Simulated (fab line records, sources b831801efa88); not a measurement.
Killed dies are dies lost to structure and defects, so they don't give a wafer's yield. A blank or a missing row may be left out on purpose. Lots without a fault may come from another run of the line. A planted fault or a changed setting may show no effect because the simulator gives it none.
A struck lot beside a sound one | flow gf180mcu | 27 steps out of a route of 602
Sound: wafers L461.1, L461.2, L461.4. Struck: wafers L466.2, L466.4, L466.5. The cause comes at the end.
At each step with rows: each side's tool, then ch and its chambers, then its first start. Under that, the readings that differ: sound wafers | struck wafers | difference of the means | sigmas: that difference in standard deviations of wafers without a fault.
alike: readings whose means differ by less than 2 such deviations, and words and numbers that are the same on both sides. not compared: withheld readings, readings that some wafer has no value for, bounds like >300 that may hide the same value, and numbers for which the record gives no deviation and whose values overlap.
The two part at a step that has a row with sigmas, a row that says differs or no value, or rows on one side only. Numbers that don't overlap but have no deviation are shown without sigmas and don't part them. A reading that every wafer of one side lacks parts them only if that side has two wafers or more.

GF_NWELL_STRIP_10: strips in O2/N2.
  sound on plasma_asher-03 ch 0,1, day 3 13:06; struck on plasma_asher-04 ch 0,1, day 4 17:36
  reading            | sound       | struck      | difference | sigmas
  heater_power_w (W) | 311 290 279 | 389 341 398 | +83        | +2
  alike: chamber_pressure_mTorr, drypump_motor_current_A, oes_product_au, strip_time_to_endpoint_s
  not compared: rf_hours_counter_h
GF_NWELL_TW_MEAS_11:
  sound on film_metro-01, day 3 13:12; struck on film_metro-02, day 4 17:43
  alike: NWELL_TW
then, 7 steps without rows for these wafers: GF_LVPWELL_DEHYDRATE_00 (time 60 s); GF_LVPWELL_HMDS_01 (prime time 60 s); GF_LVPWELL_COAT_02 (resist thk 3000 nm); GF_LVPWELL_SOFTBAKE_03; GF_LVPWELL_EXPOSE_04 (exposes mask LVPWELL, target cd 600 nm); GF_LVPWELL_PEB_05; GF_LVPWELL_DEVELOP_06 (develop time 60 s).
GF_LVPWELL_OVL_MEAS_07:
  sound on overlay-02, day 4 02:22; struck on overlay-01, day 5 07:40
  alike: LVPWELL_OVL
then, 2 steps without rows for these wafers: GF_LVPWELL_IMPLANT_08; GF_LVPWELL_IMPLANT_09.
GF_LVPWELL_STRIP_10: strips in O2/N2.
  sound on plasma_asher-01 ch 0,1, day 4 02:41; struck on plasma_asher-01 ch 0,1, day 5 08:00
  no value came back on the struck wafers for any of 5 readings (chamber_pressure_mTorr (mTorr), drypump_motor_current_A (A) and others); on the sound wafers chamber_pressure_mTorr (mTorr) reads 1499.3 1498.7 1499.8
  reading                                   | sound | struck         | difference | sigmas
  model.coat_of_LVPWELL_COAT_02.thk_nm (nm) | 0 0 0 | 3027 3028 3032 | +3029      |
  not compared: rf_hours_counter_h
GF_LVPWELL_TW_MEAS_11:
  sound on film_metro-03, day 4 02:47; struck on film_metro-01, day 5 08:07
  alike: LVPWELL_TW
then, 7 steps without rows for these wafers: GF_MVSD_DEHYDRATE_00 (time 60 s); GF_MVSD_HMDS_01 (prime time 60 s); GF_MVSD_COAT_02 (resist thk 3000 nm); GF_MVSD_SOFTBAKE_03; GF_MVSD_EXPOSE_04 (exposes mask MVSD, target cd 1000 nm); GF_MVSD_PEB_05; GF_MVSD_DEVELOP_06 (develop time 57.93 s).
GF_MVSD_OVL_MEAS_07:
  sound on overlay-01, day 4 16:05; struck on overlay-01, day 5 22:22
  alike: MVSD_OVL
then, 2 steps without rows for these wafers: GF_MVSD_IMPLANT_08; GF_MVSD_IMPLANT_09.
GF_MVSD_STRIP_10: strips in O2/N2.
  sound on plasma_asher-01 ch 0,1, day 4 16:26; struck on plasma_asher-04 ch 0,1, day 5 22:42
  reading                      | sound             | struck            | difference | sigmas
  oes_product_au (a.u.)        | 0.727 0.724 0.722 | 0.751 0.741 0.740 | +0.020     | +5
  strip_time_to_endpoint_s (s) | 37.08 37.13 37.06 | 81.66 81.70 81.64 | +44.58     | +99 or more
  alike: chamber_pressure_mTorr, drypump_motor_current_A, heater_power_w
  not compared: rf_hours_counter_h
GF_MVSD_TW_MEAS_11:
  sound on film_metro-01, day 4 16:32; struck on film_metro-02, day 5 22:49
  reading | sound          | struck   | difference | sigmas
  MVSD_TW | 1561 1567 1554 | 30 30 30 | -1531      | -99 or more
then, 1 step without rows for these wafers: GF_MVPSD_DEHYDRATE_00 (time 60 s).

WHERE THEY PART
First at GF_NWELL_STRIP_10; last, within this record, at GF_MVSD_TW_MEAS_11.

WHY: what the simulator had put in
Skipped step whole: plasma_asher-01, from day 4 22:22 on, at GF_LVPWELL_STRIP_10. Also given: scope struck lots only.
